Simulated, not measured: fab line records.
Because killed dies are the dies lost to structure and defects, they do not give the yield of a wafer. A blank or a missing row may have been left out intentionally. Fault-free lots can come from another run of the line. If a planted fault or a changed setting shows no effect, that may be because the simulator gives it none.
A struck lot beside a sound one | flow sky130 | 14 out of 708 route steps
Sound: the wafers L938.2, L938.4, L938.5. Wafers struck: L933.3, L933.4, L933.6. The cause is given at the end.
Each step with rows lists, per side, the tool, then ch with its chambers, then its first start. Under that, the readings that differ: sound wafers | struck wafers | difference of the means | sigmas: that difference in standard deviations of wafers without a fault.
alike: readings with means less than 2 such deviations apart, plus words and numbers identical on both sides. not compared: withheld readings, readings lacking a value on some wafer, bounds such as >300 that could conceal the same value, and numbers that have no deviation in the record and whose values overlap.
A row with sigmas, a row that says differs or no value, or rows on one side alone: a step with any of these is where the two part. Numbers that have no deviation but don't overlap get no sigmas and don't part them. A reading missing from all wafers of one side parts the sides only when that side holds two or more wafers.

SKY_METAL5_SPUTTER_01: material TiN, target thk 20 nm, time 16.7 s.
  sound on pvd_sputter-03 at day 48 11:11; struck on pvd_sputter-03 at day 47 02:00
  alike: cathode_dc_power_W, throttle_valve_pct
SKY_METAL5_SPUTTER_02: material AlCu, target thk 1150 nm, time 61.2 s.
  sound on pvd_sputter-03 at day 48 11:12; struck on pvd_sputter-03 at day 47 02:01
  alike: cathode_dc_power_W, throttle_valve_pct
SKY_METAL5_SPUTTER_03: material Ti, target thk 5 nm, time 3.3 s.
  sound on pvd_sputter-03 at day 48 11:16; struck on pvd_sputter-03 at day 47 02:04
  alike: cathode_dc_power_W, throttle_valve_pct
SKY_METAL5_SPUTTER_04: material TiN, target thk 70 nm, time 58.3 s.
  sound on pvd_sputter-03 at day 48 11:16; struck on pvd_sputter-03 at day 47 02:05
  alike: cathode_dc_power_W, throttle_valve_pct
SKY_METAL5_RS_MEAS_05: uses a four-point probe to measure.
  sound on film_metro-03 at day 48 11:20; struck on film_metro-01 at day 47 02:11
  alike: METAL5_ALCU_RS
SKY_METAL5_THK_MEAS_06: measures by xrf.
  sound on film_metro-03 at day 48 11:27; struck on film_metro-01 at day 47 02:17
  alike: METAL5_ALCU_THK
then, 6 steps without rows for these wafers: SKY_METAL5_DEHYDRATE_07 (time 60 s); SKY_METAL5_HMDS_08 (prime time 60 s); SKY_METAL5_COAT_09 (resist thk 1800 nm); SKY_METAL5_SOFTBAKE_10 (time 60 s); SKY_METAL5_EXPOSE_11 (exposes mask MM5, target cd 1600 nm); SKY_METAL5_PEB_12.
SKY_METAL5_DEVELOP_13: develop time 60 s.
  struck on litho_track-01, day 47 21:13; sound on litho_track-02 ch 0, day 49 04:36
  no value came back on the struck wafers for chill_plate_temp_C (C), develop_time_s (s); on the sound wafers chill_plate_temp_C (C) reads 23.07 23.29 23.18
SKY_METAL5_DESCUM_14: chemistry O2, time 11 s.
  sound on rie_metal-04 ch 0,1, day 49 04:43; struck on rie_metal-01 ch 0,1, day 47 21:19
  alike: drypump_motor_current_A, he_backside_leak_sccm, oes_product_au
  not compared: rf_hours_counter_h

## WHERE THEY PART
Within this record, at SKY_METAL5_DEVELOP_13 only. Later steps at which nothing parts them and some readings are alike: SKY_METAL5_DESCUM_14.

WHY: what the simulator had put in
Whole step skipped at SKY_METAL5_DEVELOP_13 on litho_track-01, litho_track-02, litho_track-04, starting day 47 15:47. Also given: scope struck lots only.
